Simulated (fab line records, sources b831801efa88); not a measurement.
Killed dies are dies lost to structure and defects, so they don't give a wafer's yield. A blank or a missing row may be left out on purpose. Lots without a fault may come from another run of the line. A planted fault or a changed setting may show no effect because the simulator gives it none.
fab line records | flow sky130
record lots=12 wafers=35 last_day=50
route steps=708 shown FIELD_ISO@24 VT_ADJUST_LVTN@118 LDD_N@253
lots that met no fault: from a run of the same line without faults
start_h: hours from the record's first day to the start of the lot's first wafer shown | wait_h: hours since the lot's step before | " the same as in the row above | L1.1+2: a row that stands for several wafers | - no value, or no start given | * or withheld: withheld | < > ~ a bound
route shown NAME@n: a module of which the file shows steps, and the number in the route of the first | usual: mean/standard deviation of fault-free wafers | same: alike in all rows | chamber/n: place in a boat | sites: the reading at each site | _std_site: their standard deviation | _edge_site: outer sites' mean less inner sites' | radius_mm: how far each site lies from the wafer's centre | mask NAME#n: copy n | behind: the tool/chamber that last shaped the wafer | hold: why the lot was held/for how many hours/how that ended | device: the transistor (n, p or np) that didn't switch | end of line: the same wafers' tests at the end of the route | a step without rows: its recipe alone | killed: dies lost to structure and defects at the first sort, not the wafer's yield | map: a wafer's dies, x killed, . not, _ none there
set.NAME: the setting as run; set.NAME@STEP: as run at that earlier step | model.NAME: the simulator's own value behind a step, which no gauge read
steps of the route over a sample of lots; a table a step, a row a wafer
services: from which hour (start_h, from the record's first day; less than 0 if before it) a tool's chamber was out of use, for how many hours, and why
## steps
# step SKY_FIELD_ISO_THK_MEAS_23
# recipe reads=SiO2_of_FIELD_ISO_OXIDATION_22
# usual FIELD_ISO_OXIDATION_01_THK=10.01/0.22
# columns lot.wafer tool chamber start_h wait_h FIELD_ISO_OXIDATION_01_THK[nm]
L486.1 film_metro-01 - 54.22 0.1 10.09
L486.2 " - " " 10.01
L486.4 " - " " 9.75
L490.4 film_metro-04 - 69.14 0.0 10.04
L490.5 " - " " 10.08
L490.6 " - " " 9.94
L491.3 film_metro-03 - 72.00 0.0 9.87
L491.4 " - " " 9.85
L491.5 " - " " 9.89
L492.3 film_metro-03 - 79.22 0.0 9.67
L492.5 " - " " 9.65
L492.6 " - " " 9.76
L493.1 film_metro-04 - 84.74 0.0 10.12
L493.2 " - " " 10.25
L493.4 " - " " 9.91
L494.1 film_metro-04 - 89.96 0.0 10.01
L494.3 " - " " 10.14
L494.5 " - " " 9.90
L495.1 film_metro-04 - 93.53 0.0 9.99
L495.3 " - " " 9.75
L495.5 " - " " 9.69
L497.2 film_metro-03 - 105.29 0.0 10.13
L497.3 " - " " 9.98
L497.6 " - " " 10.25
L498.1 film_metro-03 - 108.08 0.0 9.85
L498.2 " - " " 9.63
L498.3 " - " " 9.70
L501.1 film_metro-04 - 126.33 0.0 9.89
L501.4 " - " " 9.98
L501.6 " - " " 9.94
L502.1 film_metro-04 - 130.52 0.0 10.19
L502.2 " - " " 10.40
L502.4 " - " " 10.06
L503.3 film_metro-04 - 138.26 0.0 10.22
L503.6 " - " " 10.36
# step SKY_FIELD_ISO_CVD_24
# recipe material=SiO2 target_thk_nm=595 temp_c=650 sigma_open_frac=0.3 time_s=99.2 sih4_flow_sccm=60 pressure_mtorr=6
# columns lot.wafer tool chamber start_h wait_h
L486.1+2+4 hdpcvd-01 2,1,1 54.29 0.1
L490.4+5+6 hdpcvd-01 1,0,2 69.21 0.1
L491.3+4+5 hdpcvd-01 1,1,2 72.04 0.0
L492.3+5+6 hdpcvd-01 2,2,0 79.26 0.0
L493.1+2+4 hdpcvd-01 1,2,1 84.80 0.1
L494.1+3+5 hdpcvd-02 1,2,1 90.02 0.1
L495.1+3+5 hdpcvd-01 1,2,2 93.59 0.1
L497.2+3+6 hdpcvd-01 2,1,1 105.34 0.0
L498.1+2+3 hdpcvd-02 0,1,2 108.14 0.1
L501.1+4+6 hdpcvd-02 0,0,1 126.39 0.1
L502.1+2+4 hdpcvd-02 0,2,0 130.58 0.1
L503.3+6 hdpcvd-02 0 138.30 0.0
# step SKY_FIELD_ISO_THK_MEAS_25
# recipe reads=SiO2_of_FIELD_ISO_CVD_24
# usual FIELD_ISO_CVD_24_THK=596/6
# columns lot.wafer tool chamber start_h wait_h FIELD_ISO_CVD_24_THK[nm]
L486.1 film_metro-03 - 54.37 0.0 604
L486.2 " - " " 600
L486.4 " - " " 593
L490.4 film_metro-04 - 69.27 0.0 598
L490.5 " - " " 594
L490.6 " - " " 601
L491.3 film_metro-04 - 72.13 0.1 593
L491.4 " - " " 597
L491.5 " - " " 594
L492.3 film_metro-01 - 79.35 0.1 598
L492.5 " - " " 604
L492.6 " - " " 595
L493.1 film_metro-01 - 84.87 0.0 590
L493.2 " - " " 592
L493.4 " - " " 585
L494.1 film_metro-01 - 90.09 0.0 590
L494.3 " - " " 598
L494.5 " - " " 585
L495.1 film_metro-04 - 93.66 0.0 597
L495.3 " - " " 605
L495.5 " - " " 602
L497.2 film_metro-04 - 105.42 0.0 600
L497.3 " - " " 591
L497.6 " - " " 590
L498.1 film_metro-01 - 108.21 0.0 592
L498.2 " - " " 601
L498.3 " - " " 600
L501.1 film_metro-01 - 126.47 0.0 591
L501.4 " - " " 596
L501.6 " - " " 588
L502.1 film_metro-04 - 130.65 0.0 874
L502.2 " - " " 586
L502.4 " - " " 869
L503.3 film_metro-04 - 138.39 0.1 882
L503.6 " - " " 885
# step SKY_FIELD_ISO_CMP_27
# recipe stop_on=Si3N4 t_overpolish_s=16 down_force_psi=4 platen_rpm=60 target_thk_nm=457.8 pad_velocity_m_s=0.94248
# usual motor_current_A=12.0/0.92 slurry_filter_dp_kPa=13.49/0.14 time_to_endpoint_s=112/4.9
# columns lot.wafer tool chamber start_h wait_h motor_current_A slurry_filter_dp_kPa time_to_endpoint_s
L486.2 cmp-02 1 57.45 0.3 12.1 13.56 107
L486.1 " 2 " " 11.2 13.61 116
L486.4 " 3 " " 12.6 13.50 115
L490.4 cmp-02 2 70.80 0.0 12.3 13.50 117
L490.5 " 2 " " 11.6 13.29 115
L490.6 " 3 " " 12.7 13.69 114
L491.3 cmp-01 2 74.97 0.1 12.6 13.76 115
L491.4 " 3 " " 11.0 13.45 119
L491.5 " 0 " " 12.0 13.41 109
L492.3 cmp-02 0 82.13 0.1 12.3 13.67 110
L492.6 " 2 " " 11.5 13.53 105
L492.5 " 3 " " 12.6 13.47 112
L493.4 cmp-01 2 86.43 0.0 12.6 13.76 114
L493.1 " 0 " " 12.7 13.64 109
L493.2 " 1 " " 11.3 13.45 112
L494.3 cmp-02 1 92.36 0.0 13.5 13.44 110
L494.1 " 3 " " 13.1 13.42 112
L494.5 " 2 " " 11.9 13.56 112
L495.1 cmp-01 0 95.27 0.1 12.2 13.38 122
L495.3 " 2 " " 12.9 13.33 117
L495.5 " 0 " " 12.4 13.45 113
L497.3 cmp-02 0 107.02 0.1 12.1 13.38 110
L497.2 " 1 " " 12.4 13.28 104
L497.6 " 0 " " 12.1 13.60 111
L498.1 cmp-02 0 110.68 0.1 12.0 13.56 107
L498.2 " 1 " " 12.3 13.52 103
L498.3 " 2 " " 11.8 13.32 112
L501.4 cmp-01 3 129.35 0.0 10.4 13.08 116
L501.1 " 0 " " 13.1 13.54 112
L501.6 " 3 " " 10.2 13.80 119
L502.2 cmp-02 2 134.90 0.0 12.3 13.68 107
L502.4 " 3 " " 13.3 13.28 162
L502.1 " 0 " " 12.0 13.26 158
L503.3 cmp-01 2 140.96 0.1 12.8 13.62 167
L503.6 " 1 " " 10.8 13.53 165
# step SKY_VT_ADJUST_LVTN_TW_MEAS_21
# usual VT_ADJUST_LVTN_2_TW=187.4/2.2
# columns lot.wafer tool chamber start_h wait_h VT_ADJUST_LVTN_2_TW
L486.1 film_metro-04 - 196.04 0.1 186.2
L486.2 " - " " 185.7
L486.4 " - " " 186.2
L490.4 film_metro-04 - 211.97 0.1 185.7
L490.5 " - " " 185.9
L490.6 " - " " 185.5
L491.3 film_metro-02 - 219.21 0.1 191.3
L491.4 " - " " 191.7
L491.5 " - " " 191.4
L492.3 film_metro-03 - 228.45 0.1 187.5
L492.5 " - " " 187.2
L492.6 " - " " 188.0
L493.1 film_metro-04 - 231.23 0.1 184.8
L493.2 " - " " 185.5
L493.4 " - " " 185.9
L494.1 film_metro-04 - 240.38 0.1 185.0
L494.3 " - " " 185.4
L494.5 " - " " 185.5
L495.1 film_metro-04 - 243.14 0.1 185.5
L495.3 " - " " 185.1
L495.5 " - " " 186.0
L497.2 film_metro-02 - 261.24 0.1 190.3
L497.3 " - " " 190.1
L497.6 " - " " 190.1
L498.1 film_metro-04 - 266.93 0.1 186.5
L498.2 " - " " 185.8
L498.3 " - " " 185.8
L501.1 film_metro-02 - 292.63 0.1 191.2
L501.4 " - " " 191.2
L501.6 " - " " 190.5
L502.1 film_metro-04 - 299.23 0.1 184.6
L502.2 " - " " 185.0
L502.4 " - " " 185.1
L503.3 film_metro-04 - 306.21 0.1 184.5
L503.6 " - " " 186.1
# step SKY_LDD_N_STRIP_16
# recipe chemistry=O2/N2 power_w=1400 pressure_mtorr=1500 platen_temp_c=withheld o2_flow_sccm=3000 n2_flow_sccm=300 overash_fraction=0.5
# usual drypump_motor_current_A=5.8/0.32 n2_flow_sccm=300.2/0.83 oes_product_au=0.407/0.0044 strip_time_to_endpoint_s=4.322/0.016
# columns lot.wafer tool chamber start_h wait_h drypump_motor_current_A n2_flow_sccm oes_product_au rf_hours_counter_h strip_time_to_endpoint_s
L486.1 plasma_asher-02 1 461.08 0.1 6.0 298.8 0.405 34 4.323
L486.2 " 0 " " 5.4 300.2 0.412 34 4.318
L486.4 " 1 " " 6.1 300.6 0.400 - 4.311
L490.4 plasma_asher-03 0 475.92 0.1 5.5 300.8 0.405 - 4.323
L490.5 " 0 " " 5.5 300.1 0.402 - 4.318
L490.6 " 1 " " 5.6 301.6 0.413 - 4.337
L491.3 plasma_asher-02 1 488.41 0.1 6.1 298.4 0.405 - 4.327
L491.4 " 0 " " 5.4 300.4 0.407 - 4.332
L491.5 " 0 " " 5.4 298.6 0.409 - 4.324
L492.3 plasma_asher-02 1 500.41 0.1 6.1 300.3 0.403 - 4.325
L492.5 " 0 " " 5.4 298.1 0.408 - 4.308
L492.6 " 1 " " 6.1 299.6 0.405 - 4.317
L493.1 plasma_asher-01 0 508.13 0.1 5.7 299.3 0.407 7 4.316
L493.2 " 1 " " 6.2 300.7 0.403 7 4.314
L493.4 " 0 " " 5.7 298.4 0.405 - 4.290
L494.1 plasma_asher-01 1 511.38 0.1 6.3 299.3 0.409 7 4.306
L494.3 " 1 " " 6.2 300.3 0.414 - 4.296
L494.5 " 1 " " 6.3 299.9 0.405 - 4.313
L495.1 plasma_asher-01 0 520.23 0.1 5.7 301.3 0.405 8 4.323
L495.3 " 1 " " 6.3 300.2 0.408 - 4.297
L495.5 " 1 " " 6.3 300.3 0.400 - 4.320
L497.2 plasma_asher-01 1 535.48 0.1 6.3 300.0 0.410 10 4.303
L497.3 " 0 " " 5.7 300.0 0.415 - 4.342
L497.6 " 0 " " 5.7 301.0 0.401 - 4.320
L498.1 plasma_asher-03 1 546.18 0.1 5.6 301.3 0.404 71 4.313
L498.2 " 0 " " 5.4 300.7 0.408 71 4.322
L498.3 " 0 " " 5.5 299.4 0.406 - 4.311
L501.1 plasma_asher-01 0 572.43 0.1 5.7 300.3 0.406 14 4.325
L501.4 " 1 " " 6.3 301.3 0.415 - 4.325
L501.6 " 1 " " 6.3 299.7 0.405 - 4.332
L502.1 plasma_asher-02 1 578.93 0.1 6.0 300.8 0.408 46 4.299
L502.2 " 0 " " 5.4 300.4 0.417 46 4.318
L502.4 " 0 " " 5.4 301.5 0.412 - 4.304
L503.3 plasma_asher-01 0 592.21 0.1 5.7 300.9 0.407 - 4.343
L503.6 " 1 " " 6.3 300.9 0.402 - 4.346
## services
# columns tool chamber start_h hours kind
hdpcvd-01 0 31.78 5.5 repair
cmp-02 - 64.07 4.0 pm
cmp-02 - 79.88 1.6 repair
plasma_asher-01 - 146.01 2.8 pm
plasma_asher-01 - 161.33 1.3 repair
cmp-02 - 182.53 2.1 repair
cmp-02 - 259.08 2.5 repair
hdpcvd-01 - 261.49 5.5 pm
cmp-02 - 271.74 1.1 repair
cmp-02 - 307.10 1.8 repair
cmp-02 - 354.23 0.3 repair
cmp-02 - 355.64 7.1 pm
cmp-02 - 364.78 1.6 repair
cmp-02 - 366.04 0.5 repair
hdpcvd-01 - 366.25 15.0 pm
cmp-02 - 366.53 5.4 pm
cmp-02 - 390.83 12.7 repair
cmp-02 - 404.24 4.0 pm
hdpcvd-01 - 447.05 2.9 repair
cmp-02 - 484.34 0.3 repair
cmp-02 - 491.28 1.2 repair
cmp-02 - 493.97 1.6 repair
hdpcvd-01 1 523.08 9.5 repair
hdpcvd-01 2 529.96 7.3 repair
## key
first_sign step=SKY_FIELD_ISO_THK_MEAS_25 reading=FIELD_ISO_CVD_24_THK direction=up sigmas=47 usual=596 struck=877
effect step=SKY_FIELD_ISO_CMP_27 reading=time_to_endpoint_s direction=up sigmas=10 usual=* struck=*
met_at SKY_FIELD_ISO_CVD_24
struck_lots L502,L503
struck_wafers L502.1,L502.4,L503.3,L503.6
rows_end L503.6
tester_left_out L502,L503
not_acting_at SKY_FIELD_ISO_THK_MEAS_23,SKY_VT_ADJUST_LVTN_TW_MEAS_21,SKY_LDD_N_STRIP_16
onset_between 126.39 130.58
fault kind=process_parameter_drift tool=hdpcvd-02 chamber=0 onset_h=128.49 steps=SKY_FIELD_ISO_CVD_24 channel=target_thk_nm offset=284.42 shape=step end_h=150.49 acts_in=these_recipes_only stated=595
# tester_left_out: of these lots the tester's yield and bins aren't shown, on N5 and GAA mostly nor the transistor test; their killed dies are dies lost to structure and defects alone, not to doping, threshold or leakage, so they don't give the yield
# rows_end: these wafers met a further fault down the route, and their rows from its step on are left out
